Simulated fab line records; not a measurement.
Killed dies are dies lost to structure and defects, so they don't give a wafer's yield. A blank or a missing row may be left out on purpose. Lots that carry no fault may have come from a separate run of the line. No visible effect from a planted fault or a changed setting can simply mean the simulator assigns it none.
A lot that was struck, set against a sound lot -- flow sky130 -- 20 out of 708 route steps
Sound: wafers L820.2, L820.4, L820.5. Wafers struck: L827.3, L827.4, L827.6. At the end, the cause is stated.
Order at every step that has rows: each side's tool, ch and its chambers, its first start. Under that, the readings that differ: sound wafers -- struck wafers -- difference of the means -- sigmas: that difference in standard deviations of wafers without a fault.
alike: a reading whose means differ by less than 2 such deviations, as well as words and numbers matching on both sides. not compared: withheld readings; readings where some wafer has no value; bounds like >300 that might hide an equal value; numbers whose values overlap and for which the record gives no deviation.
A row with sigmas, a row that says differs or no value, or rows on one side alone: a step with any of these is where the two part. Numbers that don't overlap but have no deviation are shown without sigmas and don't part them. Lack of a reading on every wafer of one side parts them only where that side has two or more wafers.

first, 1 step without rows for these wafers: SKY_METAL3_SPUTTER_01 (material TiN, target thk 20 nm, time 16.7 s).
SKY_METAL3_SPUTTER_02: material AlCu, target thk 735 nm, time 39.1 s.
  sound: pvdSputter-02 at day 39 22:59; struck: pvdSputter-02 at day 42 00:26
  alike: chamberPressurePa, throttleValvePct
SKY_METAL3_SPUTTER_03: material Ti, target thk 5 nm, time 3.3 s.
  sound: pvdSputter-02 at day 39 23:02; struck: pvdSputter-02 at day 42 00:28
  alike: chamberPressurePa, throttleValvePct
SKY_METAL3_SPUTTER_04: material TiN, target thk 70 nm, time 58.3 s.
  sound: pvdSputter-02 at day 39 23:03; struck: pvdSputter-02 at day 42 00:29
  alike: chamberPressurePa, throttleValvePct
SKY_CAPM_CVD_00: deposits SiO2, target thk 15.5 nm.
  sound on pecvd-02 ch 0,1,2, day 39 23:06; struck on pecvd-03 ch 1,2, day 42 00:32
  alike: heaterPowerW
SKY_CAPM_THK_MEAS_01:
  sound: filmMetro-02 at day 39 23:08; struck: filmMetro-03 at day 42 00:35
  alike: CAPM_CVD_00_THK
then, 1 step without rows for these wafers: SKY_CAPM_SPUTTER_02 (material TiN, target thk 200 nm, time 166.7 s).
SKY_CAPM_RS_MEAS_03: measures by four-point-probe.
  sound: filmMetro-01 at day 39 23:19; struck: filmMetro-02 at day 42 00:46
  alike: CAPM_TIN_RS
SKY_CAPM_THK_MEAS_04: measures by xrf.
  sound: filmMetro-01 at day 39 23:25; struck: filmMetro-02 at day 42 00:52
  alike: CAPM_TIN_THK
then, 3 steps without rows for these wafers: SKY_CAPM_DEHYDRATE_05 (time 60 s); SKY_CAPM_HMDS_06 (prime time 60 s); SKY_CAPM_COAT_07 (resist thk 1140 nm).
SKY_CAPM_SOFTBAKE_08: time 60 s.
  sound on lithoTrack-03 ch 0, day 40 11:26; struck on lithoTrack-03 ch 0, day 42 12:06
reading,sound,struck,difference,sigmas
heaterPowerTotalW (W),56.65 56.66 56.65,54.48 54.58 54.57,-2.11,-50
plateTempC (C),90.08 90.11 89.90,87.68 87.80 87.93,-2.23,-19
  alike: exhaustPa
then, 2 steps without rows for these wafers: SKY_CAPM_EXPOSE_09 (exposes mask CAPM, target cd 1000 nm); SKY_CAPM_PEB_10.
SKY_CAPM_DEVELOP_11: develop time 60 s.
  sound on lithoTrack-02 ch 0, day 40 23:26; struck on lithoTrack-03 ch 0, day 42 23:27
reading,sound,struck,difference,sigmas
model.NOVOLAK_of_CAPM_COAT_07.thkNm (nm),1134 1140 1134,1147 1147 1148,+11,
  alike: exhaustPa
SKY_CAPM_OVL_MEAS_12:
  sound: overlay-01 at day 40 23:34; struck: overlay-01 at day 42 23:34
  alike: CAPM_OVL
SKY_CAPM_METAL_ETCH_13: etches TiN in Cl2/BCl3, stops on SiO2, target depth 220 nm, time 62.9 s.
  sound on rieMetal-04 ch 0,1, day 40 23:35; struck on rieMetal-02 ch 0, day 42 23:38
reading,sound,struck,difference,sigmas
model.NOVOLAK_of_CAPM_COAT_07.thkNm (nm),985.2 991.5 988.7,1001 1001 1002,+13,
  alike: drypumpMotorCurrentA, oesProductAu, throttleValvePct
  not compared: rfHoursCounterH
SKY_CAPM_STRIP_14: strips in O2/N2.
  sound on plasmaAsher-02 ch 0,1, day 40 23:40; struck on plasmaAsher-02 ch 0,1, day 42 23:47
reading,sound,struck,difference,sigmas
stripTimeToEndpointS (s),12.56 12.63 12.60,12.75 12.73 12.76,+0.15,+3
  alike: drypumpMotorCurrentA, oesProductAu
  not compared: rfHoursCounterH
-- the record jumps here: 7 days lie between the struck wafers' starts before and after (it left off in module CAPM and takes up again in module PAD_OPEN, whose first step shown is number 708 of the route) --
SKY_PAD_OPEN_PROBE_99:
  sound: prober-02 at day 48 15:15; struck: prober-02 at day 49 22:42
  alike: defectLimitedYield, killed_at_M0_to_M3, killed_at_M4_up, killedAtContacts, killedAtFrontEnd, killedAtOther, killedDies, killedOpen, killedShort, sort_bin_3_pad_short, sort_bin_5_function, sort_bin_6_memory, sortNPass, sortYieldPct

== WHERE THEY PART ==
At SKY_CAPM_SOFTBAKE_08 first; at SKY_CAPM_STRIP_14 last (within this record only). Later steps at which nothing parts them and some readings are alike: SKY_PAD_OPEN_PROBE_99.

WHY: what the simulator had put in
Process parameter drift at SKY_CAPM_SOFTBAKE_08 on lithoTrack-03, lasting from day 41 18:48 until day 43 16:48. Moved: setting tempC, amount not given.
